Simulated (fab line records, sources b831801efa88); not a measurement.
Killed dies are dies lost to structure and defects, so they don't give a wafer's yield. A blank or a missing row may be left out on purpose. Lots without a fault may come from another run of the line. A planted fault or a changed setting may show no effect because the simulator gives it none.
fab line records | flow sky130
record lots=12 wafers=36 last_day=50
route steps=708 shown METAL4@632 VIA4@659 METAL5@667 PAD_OPEN@708
lots that met no fault: from a run of the same line without faults
start_h: hours from the record's first day to the start of the lot's first wafer shown | wait_h: hours since the lot's step before | " the same as in the row above | L1.1+2: a row that stands for several wafers | - no value, or no start given | * or withheld: withheld | < > ~ a bound
route shown NAME@n: a module of which the file shows steps, and the number in the route of the first | usual: mean/standard deviation of fault-free wafers | same: alike in all rows | chamber/n: place in a boat | sites: the reading at each site | _std_site: their standard deviation | _edge_site: outer sites' mean less inner sites' | radius_mm: how far each site lies from the wafer's centre | mask NAME#n: copy n | behind: the tool/chamber that last shaped the wafer | hold: why the lot was held/for how many hours/how that ended | device: the transistor (n, p or np) that didn't switch | end of line: the same wafers' tests at the end of the route | a step without rows: its recipe alone | killed: dies lost to structure and defects at the first sort, not the wafer's yield | map: a wafer's dies, x killed, . not, _ none there
set.NAME: the setting as run; set.NAME@STEP: as run at that earlier step | model.NAME: the simulator's own value behind a step, which no gauge read
steps of the route over a sample of lots; a table a step, a row a wafer
services: from which hour (start_h, from the record's first day; less than 0 if before it) a tool's chamber was out of use, for how many hours, and why
## steps
# step SKY_METAL4_ETCH_16
# recipe chemistry=N2/H2 target=BARC ion_energy_ev=200 bias_w=100 pressure_mtorr=30 n2_flow_sccm=100 h2_flow_sccm=200 icp_w=500 stop_on=SiO2 time_s=88.2 target_depth_a=600
# usual bias_w=100.0/0.34 chamber_pressure_mTorr=30.002/0.027 drypump_motor_current_A=5.5/0.49 h2_flow_sccm=200.0/0.62 oes_product_au=0.626/0.0047 throttle_valve_pct=13.205/0.0086
# columns lot.wafer tool chamber start_h wait_h bias_w chamber_pressure_mTorr drypump_motor_current_A h2_flow_sccm oes_product_au rf_hours_counter_h throttle_valve_pct
L357.2 rie_metal-03 0 981.37 0.0 99.6 29.945 6.1 200.8 0.624 13 13.211
L357.4 " 0 " " 99.6 30.015 6.1 200.5 0.621 - 13.204
L357.6 " 0 " " 99.5 30.030 6.1 200.6 0.627 - 13.206
L358.2 rie_metal-02 0 988.55 0.1 100.0 29.978 4.7 198.9 0.628 - 13.190
L358.4 " 0 " " 99.6 29.988 4.7 198.7 0.620 - 13.195
L358.6 " 0 " " 99.9 29.994 4.7 199.0 0.624 - 13.216
L359.2 rie_metal-02 0 991.00 0.1 100.2 29.991 4.8 200.1 0.627 - 13.203
L359.3 " 0 " " 100.0 29.970 4.7 199.8 0.627 - 13.201
L359.5 " 0 " " 100.7 29.981 4.7 201.1 0.636 - 13.206
L360.1 rie_metal-03 0 996.58 0.0 100.2 30.031 6.1 200.1 0.636 14 13.219
L360.3 " 0 " " 100.4 30.006 6.1 199.4 0.624 - 13.208
L360.5 " 1 " " 100.1 29.991 5.0 199.3 0.624 - 13.203
L363.1 rie_metal-03 1 1018.78 0.0 99.8 30.023 5.0 200.1 0.634 14 13.202
L363.4 " 1 " " 99.4 29.960 5.0 200.4 0.622 - 13.200
L363.5 " 0 " " 100.1 29.987 6.1 200.5 0.623 - 13.224
L364.3 rie_metal-01 1 1029.30 0.0 99.9 30.024 5.8 200.0 0.627 - 13.211
L364.5 " 0 " " 100.1 30.012 5.7 198.9 0.619 - 13.200
L364.6 " 1 " " 100.7 29.964 5.8 200.0 0.624 - 13.200
L375.1 rie_metal-02 1 1095.46 0.1 100.3 29.982 5.7 199.9 0.629 6 13.193
L375.3 " 1 " " 99.7 29.986 5.7 200.3 0.621 - 13.202
L375.6 " 1 " " 100.1 29.976 5.7 201.0 0.633 - 13.202
L376.1 rie_metal-02 1 1107.48 0.0 100.1 29.997 5.7 200.6 0.618 7 13.194
L376.2 " 0 " " 99.6 29.972 4.8 200.1 0.630 23 13.214
L376.4 " 0 " " 99.4 29.987 4.8 199.8 0.618 - 13.207
L377.2 rie_metal-01 0 1109.28 0.0 99.9 29.975 5.7 200.3 0.620 15 13.207
L377.5 " 1 " " 100.3 30.012 5.9 200.1 0.627 - 13.204
L377.6 " 0 " " 99.8 29.999 5.6 199.7 0.621 - 13.193
L378.3 rie_metal-02 1 1118.77 0.0 99.8 30.015 5.7 199.8 0.626 - 13.189
L378.4 " 0 " " 100.0 30.031 4.8 200.4 0.625 - 13.216
L378.5 " 0 " " 99.8 30.009 4.8 200.4 0.633 - 13.198
L379.1 rie_metal-01 0 1119.87 0.0 99.9 30.005 5.6 199.7 0.620 16 13.199
L379.4 " 0 " " 99.7 29.998 5.6 200.2 0.628 - 13.205
L379.6 " 1 " " 100.1 30.014 5.8 199.6 0.623 - 13.198
L380.2 rie_metal-03 1 1126.58 0.0 100.1 29.977 5.0 200.1 0.635 22 13.196
L380.5 " 1 " " 99.5 29.969 5.0 200.2 0.627 - 13.206
L380.6 " 0 " " 99.2 29.974 6.1 199.6 0.620 - 13.205
# step SKY_VIA4_THK_MEAS_20
# recipe thk_meas_gauge=xrf reads=W_of_VIA4_CVD_18
# usual VIA4_W_THK=510/7
# columns lot.wafer tool chamber start_h wait_h VIA4_W_THK[nm]
L357.2 film_metro-03 - 1007.12 0.1 511
L357.4 " - " " 515
L357.6 " - " " 496
L358.2 film_metro-01 - 1014.74 0.1 525
L358.4 " - " " 519
L358.6 " - " " 527
L359.2 film_metro-02 - 1017.00 0.1 491
L359.3 " - " " 500
L359.5 " - " " 505
L360.1 film_metro-01 - 1022.57 0.1 513
L360.3 " - " " 508
L360.5 " - " " 510
L363.1 film_metro-03 - 1044.02 0.1 508
L363.4 " - " " 510
L363.5 " - " " 503
L364.3 film_metro-01 - 1053.21 0.1 508
L364.5 " - " " 506
L364.6 " - " " 507
L375.1 film_metro-01 - 1117.62 0.1 516
L375.3 " - " " 511
L375.6 " - " " 516
L376.1 film_metro-01 - 1129.64 0.1 515
L376.2 " - " " 515
L376.4 " - " " 513
L377.2 film_metro-03 - 1131.08 0.1 503
L377.5 " - " " 500
L377.6 " - " " 506
L378.3 film_metro-01 - 1139.93 0.1 504
L378.4 " - " " 503
L378.5 " - " " 508
L379.1 film_metro-01 - 1141.21 0.1 505
L379.4 " - " " 509
L379.6 " - " " 506
L380.2 film_metro-01 - 1147.44 0.1 515
L380.5 " - " " 512
L380.6 " - " " 513
# step SKY_METAL5_THK_MEAS_06
# recipe thk_meas_gauge=xrf reads=AlCu_of_METAL5_SPUTTER_02
# usual METAL5_ALCU_THK=1160/9.3
# columns lot.wafer tool chamber start_h wait_h METAL5_ALCU_THK[nm]
L357.2 film_metro-02 - 1007.77 0.1 1174
L357.4 " - " " 1163
L357.6 " - " " 1167
L358.2 film_metro-01 - 1015.38 0.1 1174
L358.4 " - " " 1176
L358.6 " - " " 1181
L359.2 film_metro-01 - 1017.64 0.1 1161
L359.3 " - " " 1151
L359.5 " - " " 1159
L360.1 film_metro-04 - 1023.22 0.1 1162
L360.3 " - " " 1164
L360.5 " - " " 1170
L363.1 film_metro-01 - 1044.67 0.1 1145
L363.4 " - " " 1164
L363.5 " - " " 1146
L364.3 film_metro-01 - 1053.86 0.1 1154
L364.5 " - " " 1158
L364.6 " - " " 1159
L375.1 film_metro-04 - 1118.26 0.1 1135
L375.3 " - " " 1159
L375.6 " - " " 1153
L376.1 film_metro-02 - 1130.31 0.1 1153
L376.2 " - " " 1156
L376.4 " - " " 1151
L377.2 film_metro-04 - 1131.72 0.1 1143
L377.5 " - " " 1140
L377.6 " - " " 1157
L378.3 film_metro-01 - 1140.58 0.1 1165
L378.4 " - " " 1172
L378.5 " - " " 1171
L379.1 film_metro-02 - 1141.86 0.1 1159
L379.4 " - " " 1156
L379.6 " - " " 1156
L380.2 film_metro-04 - 1148.09 0.1 1160
L380.5 " - " " 1157
L380.6 " - " " 1162
# step SKY_METAL5_DEVELOP_13
# recipe resist=NOVOLAK developer=TMAH develop_time_s=60 dev_temp_c=23
# usual chill_plate_temp_C=23.01/0.11 developer_temp_C=23.00/0.11
# same develop_time_s=60
# columns lot.wafer tool chamber start_h wait_h chill_plate_temp_C developer_temp_C
L357.2 litho_track-03 0 1029.90 0.1 23.06 22.95
L357.4 " 0 " " 22.88 22.99
L357.6 " 0 " " 22.92 23.01
L358.2 litho_track-01 0 1037.77 0.1 23.05 22.93
L358.4 " 0 " " 23.06 22.98
L358.6 " 0 " " 23.02 22.93
L359.2 litho_track-03 0 1039.80 0.1 22.99 23.04
L359.3 " 0 " " 22.88 23.12
L359.5 " 0 " " 23.19 23.22
L360.1 litho_track-03 0 1044.83 0.1 23.10 23.05
L360.3 " 0 " " 22.96 22.92
L360.5 " 0 " " 23.05 23.01
L363.1 litho_track-01 0 1066.60 0.1 22.96 23.24
L363.4 " 0 " " 22.91 23.03
L363.5 " 0 " " 23.10 23.02
L364.3 litho_track-04 0 1074.79 0.1 22.87 23.07
L364.5 " 0 " " 23.01 23.14
L364.6 " 0 " " 23.00 23.05
L375.1 litho_track-04 0 1136.64 0.1 22.86 25.26
L375.3 " 0 " " 23.08 25.32
L375.6 " 0 " " 23.03 25.24
L376.1 litho_track-04 0 1147.94 0.1 22.95 25.49
L376.2 " 0 " " 23.02 25.32
L376.4 " 0 " " 22.80 25.23
L377.2 litho_track-01 0 1149.62 0.1 22.95 22.96
L377.5 " 0 " " 23.06 22.91
L377.6 " 0 " " 23.14 22.97
L378.3 litho_track-01 0 1158.45 0.1 22.92 23.01
L378.4 " 0 " " 23.00 22.87
L378.5 " 0 " " 22.83 22.95
L379.1 litho_track-03 0 1159.38 0.1 23.23 22.94
L379.4 " 0 " " 22.96 22.94
L379.6 " 0 " " 23.10 22.78
L380.2 litho_track-03 0 1165.45 0.1 22.87 23.01
L380.5 " 0 " " 23.05 22.89
L380.6 " 0 " " 22.95 23.01
# step SKY_PAD_OPEN_PROBE_99
# usual defect_limited_yield=82.4/1.8 killed_at_M0_to_M3=44/7.2 killed_at_M4_up=3.5/1.8 killed_at_contacts=25/5.1 killed_at_front_end=14/4.4 killed_at_other=0.4/0.58 killed_dies=87/9.1 killed_open=48/6.9 killed_short=38/6.3 sort_bin_3_pad_short=0.9/0.43 sort_bin_5_function=10.5/1.5 sort_bin_6_memory=6.3/1.1 sort_n_pass=405/9.1 sort_yield_pct=82.4/1.8
# same gross_dies=492 killed_at_back_side=0 sort_bin_4_leakage[%]=0 sort_bin_8_speed[%]=0
# columns lot.wafer tool chamber start_h wait_h defect_limited_yield[%] killed_at_M0_to_M3 killed_at_M4_up killed_at_contacts killed_at_front_end killed_at_other killed_dies killed_open killed_short sort_bin_3_pad_short[%] sort_bin_5_function[%] sort_bin_6_memory[%] sort_n_pass sort_yield_pct[%]
L358.2 prober-01 - 1085.05 0.1 85.0 41 5 16 12 0 74 42 32 0.2 9.8 5.1 418 85.0
L358.4 prober-01 - 1085.15 0.2 86.4 30 4 20 12 1 67 37 30 1.2 6.7 5.7 425 86.4
L358.6 prober-01 - 1085.25 0.2 81.7 44 6 20 19 1 90 48 42 1.2 11.2 5.9 402 81.7
L364.3 prober-01 - 1118.41 0.2 82.7 46 2 25 12 0 85 50 35 1.0 9.8 6.5 407 82.7
L364.5 prober-01 - 1118.51 0.2 85.6 45 7 14 5 0 71 42 29 0.6 9.1 4.7 421 85.6
L364.6 prober-01 - 1118.56 0.2 81.3 47 5 27 13 0 92 52 40 1.2 8.3 9.1 400 81.3
L376.1 prober-02 - 1185.86 0.1 81.9 41 3 25 19 1 89 42 46 0.8 12.0 5.3 403 81.9
L376.2 prober-02 - 1185.91 0.1 82.9 39 3 20 21 1 84 52 31 0.6 10.4 6.1 408 82.9
L376.4 prober-02 - 1186.01 0.2 86.4 26 3 20 15 3 67 31 33 1.4 7.1 5.1 425 86.4
# killed by level:class
L358.2 VIA1:geometric_particle:open=14 VIA1:geometric_particle:short=7 LI_CONTACT:geometric_particle:open=6 CONTACT:geometric_particle:open=6 METAL1:geometric_particle:short=5 POLY_GATE:geometric_particle:open=4 VIA2:geometric_particle:open=4 POLY_GATE:geometric_particle:short=3
L358.4 CONTACT:geometric_particle:open=11 VIA1:geometric_particle:open=6 FIELD_ISO:geometric_particle:open=5 METAL1:geometric_particle:short=5 CONTACT:geometric_particle:short=4 VIA1:geometric_particle:short=4 VIA3:geometric_particle:open=4 FIELD_ISO:geometric_particle:short=3
L358.6 METAL1:geometric_particle:short=7 FIELD_ISO:geometric_particle:open=6 LI_CONTACT:geometric_particle:open=6 CONTACT:geometric_particle:short=6 VIA2:geometric_particle:open=6 VIA3:geometric_particle:open=6 VIA1:geometric_particle:open=5 CONTACT:geometric_particle:open=4
L364.3 VIA1:geometric_particle:open=15 LI_CONTACT:geometric_particle:open=10 CONTACT:geometric_particle:open=7 VIA2:geometric_particle:open=7 METAL2:geometric_particle:short=7 LI_CONTACT:geometric_particle:short=4 FIELD_ISO:geometric_particle:short=3 METAL1:geometric_particle:short=3
L364.5 VIA3:geometric_particle:open=10 VIA1:geometric_particle:open=9 LI_CONTACT:geometric_particle:open=6 METAL1:geometric_particle:short=5 VIA1:geometric_particle:short=5 VIA2:geometric_particle:open=4 METAL4:geometric_particle:short=4 FIELD_ISO:geometric_particle:short=3
L364.6 CONTACT:geometric_particle:open=13 VIA2:geometric_particle:open=8 VIA1:geometric_particle:open=8 LI_CONTACT:geometric_particle:open=7 METAL2:geometric_particle:short=6 METAL1:geometric_particle:short=6 VIA1:geometric_particle:short=5 VIA3:geometric_particle:short=5
L376.1 CONTACT:geometric_particle:open=10 VIA1:geometric_particle:short=10 FIELD_ISO:geometric_particle:open=7 LOCAL_INTERCONNECT:geometric_particle:short=6 VIA1:geometric_particle:open=6 VIA3:geometric_particle:open=6 FIELD_ISO:geometric_particle:short=4 CONTACT:geometric_particle:short=4
L376.2 VIA1:geometric_particle:open=10 LI_CONTACT:geometric_particle:open=8 VIA2:geometric_particle:open=7 FIELD_ISO:geometric_particle:open=5 METAL1:geometric_particle:short=5 VIA3:geometric_particle:open=5 POLY_GATE:geometric_particle:short=4 CONTACT:geometric_particle:short=4
L376.4 CONTACT:geometric_particle:open=6 VIA2:geometric_particle:open=5 FIELD_ISO:geometric_particle:short=4 FIELD_ISO:geometric_particle:open=4 LI_CONTACT:geometric_particle:open=4 LI_CONTACT:geometric_particle:short=4 POLY_GATE:geometric_particle:short=3 LOCAL_INTERCONNECT:geometric_particle:short=3
## services
# columns tool chamber start_h hours kind
rie_metal-02 1 985.47 3.7 repair
rie_metal-02 1 989.14 - clean
rie_metal-02 1 989.14 25.7 scheduled_down
rie_metal-02 1 989.14 25.7 vent_cycle
rie_metal-01 - 1016.30 2.8 pm
rie_metal-02 0 1091.66 8.4 repair
rie_metal-02 - 1165.30 2.8 pm
## key
first_sign step=SKY_METAL5_DEVELOP_13 reading=developer_temp_C direction=up sigmas=21 usual=* struck=*
effect none on later readings
met_at SKY_METAL5_DEVELOP_13
struck_lots L375,L376
not_acting_at SKY_METAL4_ETCH_16,SKY_VIA4_THK_MEAS_20,SKY_METAL5_THK_MEAS_06
onset_between 1074.79 1136.64
fault kind=process_parameter_drift tool=litho_track-04 chamber=- onset_h=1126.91 steps=SKY_METAL5_DEVELOP_13 channel=dev_temp_c offset=* shape=step end_h=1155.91 acts_in=* stated=*
